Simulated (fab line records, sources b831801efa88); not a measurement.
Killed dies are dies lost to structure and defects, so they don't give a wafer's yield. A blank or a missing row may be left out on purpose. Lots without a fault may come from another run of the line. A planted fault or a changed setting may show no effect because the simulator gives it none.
Problem report in the 8D (eight disciplines) form, filled by code | flow sky130 | the parts of the form that need people (team, actions taken, sign-off) are left out

1. THE PROBLEM
LDD_LDN_OVL at SKY_LDD_LDN_OVL_MEAS_07 reads a mean of 76.7 nm on 6 wafers of 2 lots; wafers without a fault read 0.0 nm with a standard deviation of 1.4. That is +55 standard deviations from the usual mean.
First seen on wafer L305.2, day 30 01:28, on overlay-01. The record holds 39 wafers of 13 lots with a number at this step. Rule for "out", or "out of limits": more than 4 standard deviations from the usual mean. The other wafers with a number count as sound.

2. WHAT IT IS AND WHAT IT IS NOT
question                    | is                     | is not
which readings at this step | LDD_LDN_OVL            | -
which lots                  | L305, L306             | L284, L285, L286, L287, L290, L291, L292, L293, L294, L296, L298
which wafers of those lots  | all that have a number | -
read on which gauges        | overlay-01             | overlay-02
when                        | from day 30 01:28      | up to then (33 sound wafers)

3. SUSPECTS, AND WHAT RULES EACH OUT
Counting: a tool at a process step up to the reading stays a suspect if it ran every lot that is out and no sound lot after the first of them.
- the gauge at SKY_LDD_LDN_OVL_MEAS_07: kept. All the wafers that are out were read on overlay-01, and no step on other tools shows them out.
- iline_stepper-01 at SKY_LDD_LDN_EXPOSE_04 (exposes mask LDNTM, target cd 700 nm): kept. It ran every lot that is out, first L305 (day 29 12:12), and no sound lot after that; its last sound lot up to then is L296 (day 26 19:02).
Left after counting: iline_stepper-01 at SKY_LDD_LDN_EXPOSE_04, overlay-01 at SKY_LDD_LDN_OVL_MEAS_07.

4. THE CAUSE (what the simulator had put in)
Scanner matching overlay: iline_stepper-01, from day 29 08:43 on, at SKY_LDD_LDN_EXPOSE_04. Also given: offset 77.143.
Counting left 2 suspects, and this tool is among them.

5. THE CHAIN OF EFFECTS, in route order
Each row: a reading whose mean over the struck wafers that have a number lies more than 3 standard deviations from the usual. Only readings for which the record gives a usual standard deviation are gone through. hours: the time from each lot's start at the first step in this table that gives one to its start at this step, as a median over the lots. sigmas: the change in usual standard deviations.
hours | step                    | reading     | usual  | on struck wafers | change | sigmas
0     | SKY_LDD_LDN_OVL_MEAS_07 | LDD_LDN_OVL | 0.0 nm | 76.7             | +76.7  | +55
Later measuring or inspecting steps at which every struck wafer that the step has a row for has a number for every such reading, and none has moved that far: SKY_SD_N_TW_MEAS_12, SKY_LI_CONTACT_BOW_MEAS_03.

6. WHAT WOULD HAVE CAUGHT IT SOONER
In this record the first reading out of limits at a measuring or inspecting step was taken at day 30 01:28, 17 hours after the fault began at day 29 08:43.
All the lots that are out (2) had begun SKY_LDD_LDN_EXPOSE_04 on iline_stepper-01 by day 30 01:28. A hold on the tool at that time would have spared none of them.
